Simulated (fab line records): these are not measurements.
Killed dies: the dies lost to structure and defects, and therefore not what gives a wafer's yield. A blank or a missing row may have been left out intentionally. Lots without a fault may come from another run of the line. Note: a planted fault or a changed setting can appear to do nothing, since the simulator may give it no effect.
What tool caused it?    flow sky130    24 lots with 72 wafers sampled at 6 steps, on a route of 708 steps

## WHAT THE GAUGES READ, wafer by wafer
SKY_LDD_LDN_TW_MEAS_13.
lot   measured      on             LDD_LDN_TW
L074  day 23 01:13  film metro-04  1496 1485 1484
L075  day 23 13:49  film metro-01  1486 1490 1481
L076  day 23 17:31  film metro-04  1502 1485 1489
L077  day 24 05:10  film metro-02  1484 1483 1470
L078  day 24 15:10  film metro-04  1481 1483 1484
L079  day 24 18:43  film metro-01  1493 1481 1480
L080  day 25 03:28  film metro-04  1494 1482 1494
L081  day 25 11:37  film metro-02  1481 1484 1473
L082  day 26 02:23  film metro-04  1493 1481 1484
L083  day 26 07:22  film metro-01  1474 1475 1483
L084  day 26 15:13  film metro-02  1467 1480 1475
L085  day 26 23:22  film metro-01  1478 1480 1479
L086  day 27 09:34  film metro-04  1484 1487 1483
L087  day 27 15:41  film metro-02  1482 1490 1476
L088  day 27 23:52  film metro-02  1469 1485 1480
L089  day 28 09:17  film metro-04  1500 1499 1506
L090  day 28 15:28  film metro-04  1501 1498 1501
L091  day 29 04:08  film metro-01  1476 1490 1480
L092  day 29 11:48  film metro-04  1508 1495 1501
L093  day 29 15:31  film metro-02  1471 1461 1464
L094  day 30 00:21  film metro-01  1481 1485 1493
L095  day 30 06:00  film metro-01  1482 1486 1480
L096  day 30 11:25  film metro-04  1492 1495 1495
L097  day 30 14:37  film metro-01  1474 1485 1478

SKY_VIA1_RS_MEAS_22: uses a four-point probe to measure.
lot   measured      on             VIA1_W_RS (ohm/sq)
L074  day 34 04:48  film metro-03  0.425 0.428 0.433
L075  day 34 15:05  film metro-02  0.434 0.437 0.433
L076  day 34 19:23  film metro-02  0.420 0.419 0.422
L077  day 35 05:55  film metro-04  0.417 0.426 0.431
L078  day 35 13:20  film metro-04  0.427 0.421 0.411
L079  day 35 16:42  film metro-04  0.421 0.431 0.423
L080  day 36 01:36  film metro-02  0.430 0.418 0.432
L081  day 36 10:14  film metro-02  0.411 0.410 0.428
L082  day 36 22:47  film metro-04  0.417 0.415 0.430
L083  day 37 03:52  film metro-04  0.429 0.428 0.431
L084  day 37 09:32  film metro-02  0.425 0.423 0.426
L085  day 37 16:48  film metro-02  0.432 0.432 0.430
L086  day 37 23:40  film metro-02  0.428 0.429 0.424
L087  day 38 07:03  film metro-03  0.420 0.428 0.431
L088  day 38 14:24  film metro-02  0.428 0.425 0.426
L089  day 38 22:44  film metro-04  0.431 0.435 0.437
L090  day 39 03:11  film metro-02  0.436 0.433 0.436
L091  day 39 14:16  film metro-02  0.422 0.419 0.427
L092  day 39 19:23  film metro-04  0.433 0.433 0.435
L093  day 40 00:00  film metro-02  0.438 0.432 0.438
L094  day 40 08:37  film metro-04  0.432 0.437 0.444
L095  day 40 13:40  film metro-04  0.445 0.433 0.435
L096  day 40 19:23  film metro-03  0.423 0.427 0.424
L097  day 41 09:47  film metro-03  0.422 0.422 0.423

SKY_VIA2_THK_MEAS_23: measures by xrf.
lot   measured      on             VIA2_W_THK (nm)
L074  day 36 13:08  film metro-04  439 429 436
L075  day 36 23:16  film metro-01  426 415 426
L076  day 37 02:59  film metro-01  416 415 412
L077  day 37 14:11  film metro-01  411 416 414
L078  day 37 20:53  film metro-04  417 418 419
L079  day 38 00:01  film metro-01  411 415 427
L080  day 38 09:08  film metro-04  423 434 437
L081  day 38 16:38  film metro-02  428 426 423
L082  day 39 04:39  film metro-02  428 432 431
L083  day 39 11:04  film metro-01  427 435 425
L084  day 39 15:43  film metro-02  429 426 428
L085  day 39 22:01  film metro-01  427 425 429
L086  day 40 04:44  film metro-02  428 412 425
L087  day 40 12:32  film metro-02  424 435 426
L088  day 40 19:13  film metro-01  436 432 433
L089  day 41 03:26  film metro-02  430 429 427
L090  day 41 08:28  film metro-02  422 432 432
L091  day 41 18:19  film metro-02  427 421 431
L092  day 41 22:15  film metro-02  431 421 436
L093  day 42 04:02  film metro-02  434 443 431
L094  day 42 11:47  film metro-01  420 427 420
L095  day 42 17:53  film metro-01  420 434 418
L096  day 42 22:29  film metro-01  429 424 422
L097  day 43 12:49  film metro-04  427 431 420

## WHAT TOOL EACH LOT RAN ON (gives the tool, then ch and the chambers of the sampled wafers, and finally the start)
lot   SKY_LDD_HVP_STRIP_09                  SKY_METAL1_SPUTTER_03         SKY_METAL2_DESCUM_17
L074  plasma asher-04 ch 0,1, day 21 18:49  pvd sputter-01, day 31 20:46  rie metal-04 ch 0,1, day 35 08:19
L075  plasma asher-01 ch 0,1, day 22 06:21  pvd sputter-04, day 32 06:32  rie metal-02 ch 0,1, day 35 18:32
L076  plasma asher-04 ch 0,1, day 22 10:51  pvd sputter-01, day 32 11:55  rie metal-01 ch 0,1, day 35 22:26
L077  plasma asher-04 ch 0,1, day 22 22:37  pvd sputter-04, day 32 21:46  rie metal-04 ch 0,1, day 36 09:41
L078  plasma asher-01 ch 0,1, day 23 09:01  pvd sputter-03, day 33 05:50  rie metal-04 ch 0,1, day 36 16:38
L079  plasma asher-01 ch 0,1, day 23 11:49  pvd sputter-03, day 33 08:26  rie metal-01 ch 0,1, day 36 19:22
L080  plasma asher-01 ch 0,1, day 23 20:07  pvd sputter-01, day 33 17:59  rie metal-01 ch 0,1, day 37 04:14
L081  plasma asher-02 ch 0,1, day 24 05:10  pvd sputter-04, day 34 02:23  rie metal-02 ch 0,1, day 37 12:50
L082  plasma asher-02 ch 0,1, day 24 20:21  pvd sputter-03, day 34 14:38  rie metal-04 ch 0,1, day 38 00:53
L083  plasma asher-04 ch 0,1, day 25 00:48  pvd sputter-04, day 34 20:41  rie metal-01 ch 0,1, day 38 06:53
L084  plasma asher-01 ch 0,1, day 25 08:55  pvd sputter-03, day 35 00:55  rie metal-01 ch 0,1, day 38 12:15
L085  plasma asher-02 ch 1, day 25 17:09    pvd sputter-04, day 35 09:17  rie metal-01 ch 0,1, day 38 18:58
L086  plasma asher-02 ch 0,1, day 26 03:33  pvd sputter-03, day 35 16:51  rie metal-01 ch 0,1, day 39 01:58
L087  plasma asher-01 ch 0, day 26 10:03    pvd sputter-04, day 36 00:04  rie metal-04 ch 0,1, day 39 09:11
L088  plasma asher-02 ch 0,1, day 26 18:47  pvd sputter-03, day 36 07:36  rie metal-04 ch 0,1, day 39 16:32
L089  plasma asher-04 ch 0,1, day 27 04:36  pvd sputter-03, day 36 16:13  rie metal-04 ch 0,1, day 40 00:50
L090  plasma asher-02 ch 0,1, day 27 10:34  pvd sputter-03, day 36 21:47  rie metal-04 ch 0,1, day 40 05:38
L091  plasma asher-04 ch 0,1, day 27 23:02  pvd sputter-04, day 37 08:04  rie metal-02 ch 0,1, day 40 15:45
L092  plasma asher-04 ch 0,1, day 28 06:34  pvd sputter-04, day 37 14:20  rie metal-01 ch 1, day 40 20:05
L093  plasma asher-04 ch 0, day 28 10:55    pvd sputter-04, day 37 19:06  rie metal-02 ch 0,1, day 41 00:59
L094  plasma asher-02 ch 0,1, day 28 19:55  pvd sputter-03, day 38 02:58  rie metal-04 ch 0, day 41 09:38
L095  plasma asher-01 ch 0,1, day 29 01:25  pvd sputter-03, day 38 08:49  rie metal-01 ch 0,1, day 41 15:05
L096  plasma asher-04 ch 0,1, day 29 07:06  pvd sputter-03, day 38 15:02  rie metal-01 ch 0,1, day 41 20:00
L097  plasma asher-02 ch 0,1, day 29 10:00  pvd sputter-04, day 39 06:07  rie metal-02 ch 0,1, day 42 10:26
- SKY_LDD_HVP_STRIP_09: strips in O2/N2.
- SKY_METAL1_SPUTTER_03: material Ti, target thk 5 nm, time 3.3 s.
- SKY_METAL2_DESCUM_17: chemistry O2, time 8 s.

## WHAT THE TOOLS THEMSELVES READ (means of the sampled wafers that have a number; where no wafer has one, the mark that the record gives instead)
SKY_LDD_HVP_STRIP_09.
lot   tool             drypump motor current A (A)  o2 flow sccm (sccm)  oes product au (a.u.)  strip time to endpoint s (s)
L074  plasma asher-04  5.3                          3003                 0.410                  4.131
L075  plasma asher-01  5.4                          2994                 0.413                  4.129
L076  plasma asher-04  5.3                          3006                 0.404                  4.130
L077  plasma asher-04  5.3                          2999                 0.405                  4.130
L078  plasma asher-01  5.4                          3002                 0.406                  4.134
L079  plasma asher-01  5.4                          2999                 0.406                  4.152
L080  plasma asher-01  5.1                          2992                 0.414                  4.157
L081  plasma asher-02  5.8                          2998                 0.407                  4.150
L082  plasma asher-02  6.1                          3000                 0.406                  4.125
L083  plasma asher-04  5.3                          2995                 0.411                  4.146
L084  plasma asher-01  5.3                          3008                 0.408                  4.138
L085  plasma asher-02  5.5                          3007                 0.408                  4.156
L086  plasma asher-02  5.8                          3007                 0.405                  4.121
L087  plasma asher-01  4.9                          2994                 0.406                  4.129
L088  plasma asher-02  6.1                          2992                 0.412                  4.140
L089  plasma asher-04  5.3                          2989                 0.404                  4.128
L090  plasma asher-02  6.1                          3002                 0.413                  4.136
L091  plasma asher-04  5.2                          2995                 0.415                  4.142
L092  plasma asher-04  5.1                          2993                 0.408                  4.171
L093  plasma asher-04  5.0                          2999                 0.412                  4.133
L094  plasma asher-02  5.8                          3004                 0.412                  4.139
L095  plasma asher-01  5.1                          3001                 0.409                  4.142
L096  plasma asher-04  5.3                          2994                 0.407                  4.114
L097  plasma asher-02  6.1                          2994                 0.410                  4.133

SKY_METAL1_SPUTTER_03.
lot   tool            throttle valve pct (%)
L074  pvd sputter-01  30.4
L075  pvd sputter-04  30.1
L076  pvd sputter-01  30.3
L077  pvd sputter-04  30.0
L078  pvd sputter-03  29.9
L079  pvd sputter-03  30.5
L080  pvd sputter-01  30.9
L081  pvd sputter-04  30.3
L082  pvd sputter-03  29.6
L083  pvd sputter-04  29.9
L084  pvd sputter-03  29.7
L085  pvd sputter-04  30.7
L086  pvd sputter-03  29.8
L087  pvd sputter-04  30.9
L088  pvd sputter-03  30.4
L089  pvd sputter-03  30.5
L090  pvd sputter-03  30.4
L091  pvd sputter-04  30.6
L092  pvd sputter-04  30.4
L093  pvd sputter-04  31.0
L094  pvd sputter-03  30.9
L095  pvd sputter-03  30.6
L096  pvd sputter-03  29.8
L097  pvd sputter-04  30.1

SKY_METAL2_DESCUM_17.
lot   tool          drypump motor current A (A)  oes product au (a.u.)
L074  rie metal-04  5.2                          0.987
L075  rie metal-02  5.5                          1.020
L076  rie metal-01  5.6                          0.990
L077  rie metal-04  5.2                          0.981
L078  rie metal-04  5.4                          0.996
L079  rie metal-01  5.3                          0.995
L080  rie metal-01  5.6                          0.991
L081  rie metal-02  5.5                          1.015
L082  rie metal-04  5.4                          0.992
L083  rie metal-01  5.6                          1.001
L084  rie metal-01  5.3                          1.012
L085  rie metal-01  5.6                          1.003
L086  rie metal-01  5.3                          1.004
L087  rie metal-04  5.4                          0.989
L088  rie metal-04  5.2                          0.984
L089  rie metal-04  5.2                          0.983
L090  rie metal-04  5.2                          0.997
L091  rie metal-02  5.5                          1.015
L092  rie metal-01  5.1                          1.016
L093  rie metal-02  5.7                          1.017
L094  rie metal-04  5.0                          0.984
L095  rie metal-01  5.6                          1.005
L096  rie metal-01  5.6                          1.000
L097  rie metal-02  5.8                          1.007

## THE ANSWER, worked out from the rows above alone
Rule: usual is defined by the lots themselves. Put in order of their means at a reading, lots are off if they are a third of the lots or fewer, leave a main group of 4 or more, and stand apart from it by a gap of 3 or more times the standard deviation of the main group's means; of several such gaps the widest counts. The tables above print the reading to a certain number of digits; a main group whose means all agree to those digits is not used. Also off: a lot with no number at a reading for which 4 or more lots have one. The other lots that the step has rows for count as sound. After the gauges, taken in route order, come the tools' own readings; for these a lot's mean is taken, as printed above. At the first step where some lot is off, the reading lying furthest off is the one used; lots without a number count as furthest.
No lot is off on any of the readings shown, so nothing can be concluded from this.

## WHAT HAD BEEN PUT IN BY THE SIMULATOR
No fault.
